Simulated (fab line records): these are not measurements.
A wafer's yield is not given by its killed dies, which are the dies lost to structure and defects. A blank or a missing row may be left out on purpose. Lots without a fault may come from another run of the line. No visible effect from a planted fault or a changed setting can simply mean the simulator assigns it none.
What tool caused it? + flow sky130 + 13 lots, 39 wafers sampled, at 5 steps of a route of 708

## WHAT EACH GAUGE READ, for each wafer
Not one reading of a measure or inspect step in the record can be checked against a usual standard deviation.

## WHAT TOOL EACH LOT RAN ON (gives the tool, then ch and the chambers of the sampled wafers, and finally the start)
| lot  | SKY_PWDE_EXPOSE_04                 | SKY_NWELL_RTA_28                 | SKY_METAL1_SPUTTER_01        | SKY_METAL3_ETCH_17                 | SKY_PAD_OPEN_PROBE_99   |
|------|------------------------------------|----------------------------------|------------------------------|------------------------------------|-------------------------|
| L524 | iline-stepper-01 ch 0, day 4 00:52 | rtp-anneal-02 ch 0, day 5 22:15  | pvd-sputter-02, day 32 23:50 | rie-diel-02 ch 0,2,3, day 39 19:42 | prober-02, day 46 22:47 |
| L526 | iline-stepper-01 ch 0, day 4 13:20 | rtp-anneal-01 ch 0, day 6 11:46  | pvd-sputter-03, day 33 16:17 | rie-diel-02 ch 0,1, day 40 11:05   | prober-02, day 47 10:43 |
| L527 | iline-stepper-01 ch 0, day 4 19:20 | rtp-anneal-02 ch 0, day 6 18:24  | pvd-sputter-02, day 33 23:23 | rie-diel-04 ch 0,2, day 40 17:08   | prober-01, day 47 16:01 |
| L530 | iline-stepper-01 ch 0, day 5 09:40 | rtp-anneal-02 ch 0, day 7 09:52  | pvd-sputter-01, day 34 18:38 | rie-diel-04 ch 0,1,3, day 41 09:33 | prober-02, day 48 05:15 |
| L531 | iline-stepper-01 ch 0, day 5 16:04 | rtp-anneal-02 ch 0, day 7 18:27  | pvd-sputter-03, day 34 23:55 | rie-diel-04 ch 0,1, day 41 14:14   | prober-01, day 48 09:17 |
| L533 | iline-stepper-02 ch 0, day 6 02:31 | rtp-anneal-02 ch 0, day 8 05:04  | pvd-sputter-01, day 35 18:19 | rie-diel-02 ch 1,2,3, day 42 07:54 | prober-01, day 48 21:35 |
| L534 | iline-stepper-01 ch 0, day 6 07:30 | rtp-anneal-01 ch 0, day 8 10:48  | pvd-sputter-01, day 35 23:22 | rie-diel-03 ch 1,2,3, day 42 13:02 | prober-02, day 49 00:49 |
| L535 | iline-stepper-02 ch 0, day 6 10:31 | rtp-anneal-02 ch 0, day 8 14:17  | pvd-sputter-02, day 36 06:30 | rie-diel-04 ch 0,2,3, day 42 20:13 | prober-01, day 49 08:20 |
| L536 | iline-stepper-01 ch 0, day 6 16:41 | rtp-anneal-02 ch 0, day 8 21:43  | pvd-sputter-02, day 36 07:55 | rie-diel-02 ch 0,3, day 42 21:02   | prober-02, day 49 08:57 |
| L537 | iline-stepper-02 ch 0, day 6 22:11 | rtp-anneal-01 ch 0, day 9 02:20  | pvd-sputter-01, day 36 14:32 | rie-diel-03 ch 0,2, day 43 04:02   | prober-01, day 49 15:24 |
| L538 | iline-stepper-01 ch 0, day 7 05:44 | rtp-anneal-01 ch 0, day 9 09:52  | pvd-sputter-03, day 36 23:34 | rie-diel-04 ch 1,2, day 43 12:15   | prober-01, day 49 19:39 |
| L541 | iline-stepper-01 ch 0, day 7 22:03 | rtp-anneal-02 ch 0, day 10 04:40 | pvd-sputter-02, day 37 20:09 | rie-diel-02 ch 0,2,3, day 44 05:22 | prober-02, day 50 10:14 |
| L543 | iline-stepper-02 ch 0, day 8 10:17 | rtp-anneal-01 ch 0, day 10 19:18 | pvd-sputter-01, day 38 11:37 | rie-diel-03 ch 0,1,3, day 44 18:34 | prober-01, day 50 17:14 |
- SKY_PWDE_EXPOSE_04: exposes mask PWDEM, target cd 840 nm.
- SKY_NWELL_RTA_28: time 30 s.
- SKY_METAL1_SPUTTER_01: material TiN, target thk 20 nm, time 16.7 s.
- SKY_METAL3_ETCH_17: etches SiO2 in C4F8/O2/Ar, stops on TiN, time 3.9 s, target depth 15 nm.
- SKY_PAD_OPEN_PROBE_99

## AS READ BY THE TOOLS THEMSELVES (means over the sampled wafers that have a number; for cases with no such wafer, the mark the record gives instead)
SKY_PWDE_EXPOSE_04. Usual: exposure-dose-mJ-cm2 at 213.96, with a standard deviation of 0.23.
| lot  | tool             | exposure-dose-mJ-cm2 | flag |
|------|------------------|----------------------|------|
| L524 | iline-stepper-01 | 214.09               |      |
| L526 | iline-stepper-01 | 213.81               |      |
| L527 | iline-stepper-01 | 213.79               |      |
| L530 | iline-stepper-01 | 213.87               |      |
| L531 | iline-stepper-01 | 214.15               |      |
| L533 | iline-stepper-02 | 214.02               |      |
| L534 | iline-stepper-01 | 219.37               | OFF  |
| L535 | iline-stepper-02 | 213.92               |      |
| L536 | iline-stepper-01 | 218.80               | OFF  |
| L537 | iline-stepper-02 | 214.46               |      |
| L538 | iline-stepper-01 | 218.78               | OFF  |
| L541 | iline-stepper-01 | 219.16               | OFF  |
| L543 | iline-stepper-02 | 213.71               |      |

SKY_NWELL_RTA_28. Usual: lamp-power-pct 25.30 %, standard deviation 0.056; wafer_temp_C_max 1055.0, standard deviation 0.99.
| lot  | tool          | lamp-power-pct (%) | wafer_temp_C_max | flag |
|------|---------------|--------------------|------------------|------|
| L524 | rtp-anneal-02 | 25.24              | 1054.6           |      |
| L526 | rtp-anneal-01 | 25.32              | 1055.1           |      |
| L527 | rtp-anneal-02 | 25.30              | 1054.9           |      |
| L530 | rtp-anneal-02 | 25.33              | 1055.0           |      |
| L531 | rtp-anneal-02 | 25.31              | 1054.5           |      |
| L533 | rtp-anneal-02 | 25.32              | 1055.2           |      |
| L534 | rtp-anneal-01 | 25.36              | 1053.9           |      |
| L535 | rtp-anneal-02 | 25.32              | 1055.4           |      |
| L536 | rtp-anneal-02 | 25.30              | 1055.0           |      |
| L537 | rtp-anneal-01 | 25.30              | 1054.9           |      |
| L538 | rtp-anneal-01 | 25.28              | 1055.0           |      |
| L541 | rtp-anneal-02 | 25.35              | 1054.8           |      |
| L543 | rtp-anneal-01 | 25.39              | 1055.2           |      |

SKY_METAL1_SPUTTER_01. Usual: throttle-valve-pct at 29.9 %, with a standard deviation of 1.1.
| lot  | tool           | throttle-valve-pct (%) | flag |
|------|----------------|------------------------|------|
| L524 | pvd-sputter-02 | 29.8                   |      |
| L526 | pvd-sputter-03 | 29.4                   |      |
| L527 | pvd-sputter-02 | 30.0                   |      |
| L530 | pvd-sputter-01 | 30.3                   |      |
| L531 | pvd-sputter-03 | 29.7                   |      |
| L533 | pvd-sputter-01 | 30.1                   |      |
| L534 | pvd-sputter-01 | 29.8                   |      |
| L535 | pvd-sputter-02 | 30.6                   |      |
| L536 | pvd-sputter-02 | 29.1                   |      |
| L537 | pvd-sputter-01 | 30.0                   |      |
| L538 | pvd-sputter-03 | 29.8                   |      |
| L541 | pvd-sputter-02 | 29.4                   |      |
| L543 | pvd-sputter-01 | 30.5                   |      |

SKY_METAL3_ETCH_17. Usual: bias-w 1200 W, standard deviation 3.5; oes-product-au 0.756 a.u., standard deviation 0.0075.
| lot  | tool        | bias-w (W) | oes-product-au (a.u.) | flag |
|------|-------------|------------|-----------------------|------|
| L524 | rie-diel-02 | 1199       | 0.757                 |      |
| L526 | rie-diel-02 | 1200       | 0.753                 |      |
| L527 | rie-diel-04 | 1198       | 0.758                 |      |
| L530 | rie-diel-04 | 1199       | 0.756                 |      |
| L531 | rie-diel-04 | 1203       | 0.760                 |      |
| L533 | rie-diel-02 | 1199       | 0.755                 |      |
| L534 | rie-diel-03 | 1200       | 0.756                 |      |
| L535 | rie-diel-04 | 1201       | 0.761                 |      |
| L536 | rie-diel-02 | 1198       | 0.749                 |      |
| L537 | rie-diel-03 | 1198       | 0.751                 |      |
| L538 | rie-diel-04 | 1202       | 0.760                 |      |
| L541 | rie-diel-02 | 1200       | 0.751                 |      |
| L543 | rie-diel-03 | 1199       | 0.764                 |      |

SKY_PAD_OPEN_PROBE_99. Usual: killed_at_M0_to_M3 45, standard deviation 7.2; killed_at_M4_up 3.0, standard deviation 1.8; killed-at-contacts 25, standard deviation 6.1; killed-at-front-end 14, standard deviation 4.4; killed-at-other 0.2, standard deviation 0.44; killed-dies 88, standard deviation 10; killed-on-rim 17, standard deviation 3.5; killed-open 48, standard deviation 7.4; killed-short 40, standard deviation 6.3.
| lot  | tool      | killed_at_M0_to_M3 | killed_at_M4_up | killed-at-contacts | killed-at-front-end | killed-at-other | killed-dies | killed-on-rim | killed-open | killed-short | flag |
|------|-----------|--------------------|-----------------|--------------------|---------------------|-----------------|-------------|---------------|-------------|--------------|------|
| L524 | prober-02 | 43                 | 2.7             | 28                 | 15                  | 0.3             | 89          | 17            | 52          | 38           |      |
| L526 | prober-02 | 55                 | 3.0             | 26                 | 12                  | 0.0             | 96          | 18            | 48          | 48           |      |
| L527 | prober-01 | 38                 | 1.0             | 24                 | 15                  | 0.0             | 78          | 16            | 45          | 33           |      |
| L530 | prober-02 | 39                 | 1.7             | 28                 | 12                  | 0.7             | 82          | 20            | 40          | 42           |      |
| L531 | prober-01 | 52                 | 1.3             | 26                 | 18                  | 0.3             | 98          | 20            | 55          | 43           |      |
| L533 | prober-01 | 48                 | 3.0             | 24                 | 15                  | 0.0             | 90          | 16            | 53          | 37           |      |
| L534 | prober-02 | 48                 | 2.3             | 35                 | 16                  | 0.7             | 102         | 20            | 62          | 41           |      |
| L535 | prober-01 | 43                 | 2.7             | 25                 | 14                  | 0.3             | 85          | 16            | 45          | 40           |      |
| L536 | prober-02 | 47                 | 1.7             | 24                 | 12                  | 0.7             | 85          | 14            | 49          | 36           |      |
| L537 | prober-01 | 38                 | 1.7             | 29                 | 11                  | 0.0             | 80          | 13            | 49          | 31           |      |
| L538 | prober-01 | 49                 | 3.3             | 20                 | 14                  | 0.0             | 86          | 14            | 49          | 37           |      |
| L541 | prober-02 | 42                 | 2.3             | 17                 | 12                  | 0.0             | 73          | 15            | 41          | 32           |      |
| L543 | prober-01 | 43                 | 2.3             | 27                 | 13                  | 0.3             | 87          | 14            | 46          | 41           |      |

## THE ANSWER, worked out from the rows above alone
Rule: a lot counts as off when the mean over its wafers that have a number is more than 3 standard deviations away from the usual mean. A lot without any number at a reading at which 4 lots or more have one is off too. All remaining lots with rows at the step are treated as sound. Order of review: gauges by route order, followed by the tools' own readings, for which a lot's mean as printed above is used. At the first step where some lot is off, the reading lying furthest off is the one used; lots without a number count as furthest.
Off at SKY_PWDE_EXPOSE_04 (exposure-dose-mJ-cm2): L534, L536, L538, L541.
If a tool, at that step or one of the process steps before it, ran each lot that is off and ran no sound lot following the first of them, it fits. One fits: SKY_PWDE_EXPOSE_04 on iline-stepper-01. Its last sound lot is L531 (day 5 16:04), its first lot that is off L534 (day 6 07:30): a fault that began between those two fits.
On the lots that are off, the tool's own readings at SKY_PWDE_EXPOSE_04 differ by more than 5 times the standard deviation of the sound lots' means, which bears it out; exposure-dose-mJ-cm2 reads 219.03 there versus 213.98 on the sound lots.

## WHAT HAD BEEN PUT IN BY THE SIMULATOR
Process parameter drift: iline-stepper-01, from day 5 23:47 on, at SKY_PWDE_EXPOSE_04. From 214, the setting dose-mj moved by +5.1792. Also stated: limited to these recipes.
Shown lots that were struck: L534, L536, L538, L541. This agrees with what the rule above found.
